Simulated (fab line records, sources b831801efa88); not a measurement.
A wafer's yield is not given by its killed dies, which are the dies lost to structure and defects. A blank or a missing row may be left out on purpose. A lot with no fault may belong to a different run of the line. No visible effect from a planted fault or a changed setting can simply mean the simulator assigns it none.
Which of the tools did it? -- flow sky130 -- 11 lots, 33 wafers sampled, at 1 step of a route of 708

== WHAT THE GAUGES READ, wafer by wafer ==
SKY_FIELD_ISO_THK_MEAS_04.
lot,measured,on,FIELD_ISO_CVD_03_THK (nm)
L396,day 1 14:08,filmMetro-03,167.2 167.4 166.8
L397,day 1 18:49,filmMetro-03,165.5 166.4 166.9
L398,day 2 00:44,filmMetro-04,165.5 167.3 165.1
L399,day 2 05:21,filmMetro-03,166.5 166.9 166.8
L400,day 2 09:40,filmMetro-04,167.0 166.8 166.9
L402,day 3 09:47,filmMetro-01,166.7 165.3 166.4
L403,day 3 09:47,filmMetro-04,167.0 165.0 166.1
L401,day 3 09:47,filmMetro-03,166.8 165.2 166.7
L405,day 3 14:08,filmMetro-04,166.5 167.3 167.0
L412,day 5 00:25,filmMetro-04,165.9 165.8 165.7
L413,day 5 02:39,filmMetro-04,166.0 166.4 165.9

== WHAT TOOL EACH LOT RAN ON (gives the tool, then ch and the chambers of the sampled wafers, and finally the start) ==
Record: no process step prior to these readings.

== THE ANSWER, worked out from the rows above alone ==
Rule: the lots themselves supply what counts as usual. The widest of any qualifying gaps counts: lots, ordered by their means at a reading, are off when they make up no more than a third of the lots, leave a main group of 4 or more, and stand apart from it by 3 or more times the standard deviation of that group's means. If all means in a main group match to the digits the tables above print for the reading, that group is not used. Also off: a lot with no number at a reading for which 4 or more lots have one. Where the step has rows for the other lots, those lots are counted as sound.
Nothing can be told from this: no lot is off at any reading shown.

== WHAT THE SIMULATOR HAD INSERTED ==
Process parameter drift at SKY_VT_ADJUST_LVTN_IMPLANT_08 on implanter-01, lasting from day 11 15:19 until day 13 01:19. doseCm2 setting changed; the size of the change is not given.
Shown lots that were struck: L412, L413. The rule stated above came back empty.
